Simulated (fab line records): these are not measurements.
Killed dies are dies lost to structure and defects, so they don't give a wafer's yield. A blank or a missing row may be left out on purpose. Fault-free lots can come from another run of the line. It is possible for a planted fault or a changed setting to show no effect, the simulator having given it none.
Chamber matching | flow gf180mcu | GF_CONTACT_CVD_02 on pecvd-03 has 3 sister chambers
The step deposits SiO2 from TEOS, target thk 860 nm, time 95.992 s. 14 wafers are shown with their chamber, then 7 later ones without.

== WAFERS WITH THEIR CHAMBER ==
wafer  | chamber | heaterPowerW (W) | susceptorTempC (C)
L691.2 | 1       | 650              | 400.35
L691.4 | 2       | 694              | 399.92
L691.5 | 0       | 735              | 399.77
L692.2 | 2       | 736              | 399.90
L692.4 | 2       | 602              | 400.26
L692.5 | 0       | 637              | 399.78
L704.1 | 0       | 642              | 399.79
L704.4 | 0       | 722              | 400.01
L704.6 | 1       | 596              | 399.91
L708.2 | 0       | 633              | 400.10
L708.4 | 0       | 695              | 399.94
L708.5 | 1       | 704              | 399.75
L709.1 | 0       | 627              | 400.61
L709.2 | 1       | 640              | 400.00

SIGNATURES (means of the wafers above)
reading        | chamber 0 | chamber 1 | chamber 2 | scatter within a chamber
heaterPowerW   | 670.14    | 647.50    | 677.33    | 50.4
susceptorTempC | 400.0000  | 400.0025  | 400.0267  | 0.271
Rule: a wafer lies at a distance from a chamber equal to the root of the sum of squares, over the readings, of (its reading less the chamber's mean, divided by the reading's scatter). If the next closest chamber is less than 2 further off than the closest, the wafer can't be placed; otherwise it belongs to the closest. The scatter is the square root of a quotient: the sum, over the shown wafers, of each reading's squared deviation from its chamber's mean, divided by wafers minus chambers.

== WAFERS WITH NO CHAMBER GIVEN ==
wafer  | heaterPowerW (W) | susceptorTempC (C)
L709.3 | 598              | 400.45
L710.2 | 607              | 399.92
L710.4 | 667              | 400.08
L710.6 | 758              | 400.02
L712.4 | 675              | 400.09
L712.5 | 751              | 400.14
L712.6 | 729              | 399.88

== CHAMBER TAKEN BY EACH ==
wafer  | from the rows above          | in truth
L709.3 | can't be placed: 1 or 0 or 2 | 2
L710.2 | can't be placed: 1 or 0 or 2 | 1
L710.4 | can't be placed: 2 or 0 or 1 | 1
L710.6 | can't be placed: 2 or 0 or 1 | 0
L712.4 | can't be placed: 2 or 0 or 1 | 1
L712.5 | can't be placed: 2 or 0 or 1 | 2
L712.6 | can't be placed: 2 or 0 or 1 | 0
Correctly placed: 0 of 7. These rows do not allow placing 7 (true chamber among the candidates in 7). 0 placed wrongly.
